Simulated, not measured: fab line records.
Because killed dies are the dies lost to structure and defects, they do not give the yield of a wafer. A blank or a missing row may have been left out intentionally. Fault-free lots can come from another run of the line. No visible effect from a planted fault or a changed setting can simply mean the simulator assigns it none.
A lot that was struck, set against a sound lot -- flow sky130 -- 17 out of 708 route steps
Sound: the wafers L231.1, L231.2, L231.4. The struck wafers were L238.1, L238.3, L238.4. The cause is given at the end.
For every step that has rows: the tool of each side, followed by ch and its chambers, followed by its first start. Under that, the readings that differ: sound wafers -- struck wafers -- difference of the means -- sigmas: that difference in standard deviations of wafers without a fault.
alike: a reading whose means differ by less than 2 such deviations, as well as words and numbers matching on both sides. not compared: withheld readings; readings where some wafer has no value; bounds like >300 that might hide an equal value; numbers whose values overlap and for which the record gives no deviation.
A row with sigmas, a row that says differs or no value, or rows on one side alone: a step with any of these is where the two part. Numbers that have no deviation but don't overlap get no sigmas and don't part them. Lack of a reading on every wafer of one side parts them only where that side has two or more wafers.

first, 3 steps without rows for these wafers: SKY_METAL4_CLEAN_21 (cleans in IPA, time 180 s); SKY_METAL4_CLEAN_22 (cleans in O3/DIW); SKY_VIA4_HDPCVD_00 (deposits SiO2, target thk 1750 nm, time 291.7 s).
SKY_VIA4_THK_MEAS_01:
  sound on filmMetro-02, day 43 02:29; struck on filmMetro-03, day 45 07:02
  alike: VIA4_HDPCVD_THK
SKY_VIA4_CMP_02: polishes SiO2.
  sound on cmp-01 ch 0,1,3, day 43 02:32; struck on cmp-02 ch 1,2,3, day 45 07:05
  alike: motorCurrentA
SKY_VIA4_BOW_MEAS_03:
  sound on filmMetro-03, day 43 02:50; struck on filmMetro-03, day 45 07:23
  alike: VIA4_BOW
then, 6 steps without rows for these wafers: SKY_VIA4_DEHYDRATE_04 (time 60 s); SKY_VIA4_HMDS_05 (prime time 60 s); SKY_VIA4_COAT_06 (resist thk 1140 nm); SKY_VIA4_SOFTBAKE_07 (time 60 s); SKY_VIA4_EXPOSE_08 (exposes mask VIM4, target cd 800 nm); SKY_VIA4_PEB_09.
SKY_VIA4_DEVELOP_10: develop time 60 s.
  sound on lithoTrack-02 ch 0, day 44 00:07; struck on lithoTrack-01 ch 0, day 46 03:43
reading,sound,struck,difference,sigmas
developerTempC (C),22.81 22.93 23.00,25.32 25.45 25.45,+2.49,+23
SKY_VIA4_OVL_MEAS_11:
  sound on overlay-02, day 44 00:16; struck on overlay-02, day 46 03:52
  alike: VIA4_OVL
SKY_VIA4_ETCH_12: etches SiO2 in C4F8/O2/Ar, stops on TiN, target depth 580 nm.
  sound on rieDiel-02 ch 2,3, day 44 00:18; struck on rieDiel-04 ch 0,1,2, day 46 03:54
reading,sound,struck,difference,sigmas
model.VIA4.cdNm (nm),800.5 801.9 801.1,791.8 794 794,-7.9,
  alike: oesProductAu
SKY_VIA4_STRIP_13: strips in O2/N2.
  sound on plasmaAsher-01 ch 0,1, day 44 00:22; struck on plasmaAsher-04 ch 0,1, day 46 03:58
  alike: drypumpMotorCurrentA, oesProductAu, stripTimeToEndpointS
  not compared: rfHoursCounterH
-- the record jumps here: 3 days lie between the struck wafers' starts before and after (it left off in module VIA4 and takes up again in module PAD_OPEN, whose first step shown is number 708 of the route) --
SKY_PAD_OPEN_PROBE_99:
  sound on prober-02, day 46 21:08; struck on prober-01, day 48 18:23
  alike: defectLimitedYield, killed_at_M0_to_M3, killed_at_M4_up, killedAtContacts, killedAtFrontEnd, killedAtOther, killedDies, killedOpen, killedShort, sort_bin_3_pad_short, sort_bin_5_function, sort_bin_6_memory, sortNPass, sortYieldPct

== WHERE THEY PART ==
Only at SKY_VIA4_DEVELOP_10, as far as this record shows. Later steps at which nothing parts them and some readings are alike: SKY_VIA4_OVL_MEAS_11, SKY_VIA4_ETCH_12, SKY_VIA4_STRIP_13, SKY_PAD_OPEN_PROBE_99.

WHY: whatever the simulator had introduced
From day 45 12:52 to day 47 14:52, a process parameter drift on lithoTrack-01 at SKY_VIA4_DEVELOP_10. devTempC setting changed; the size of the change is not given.
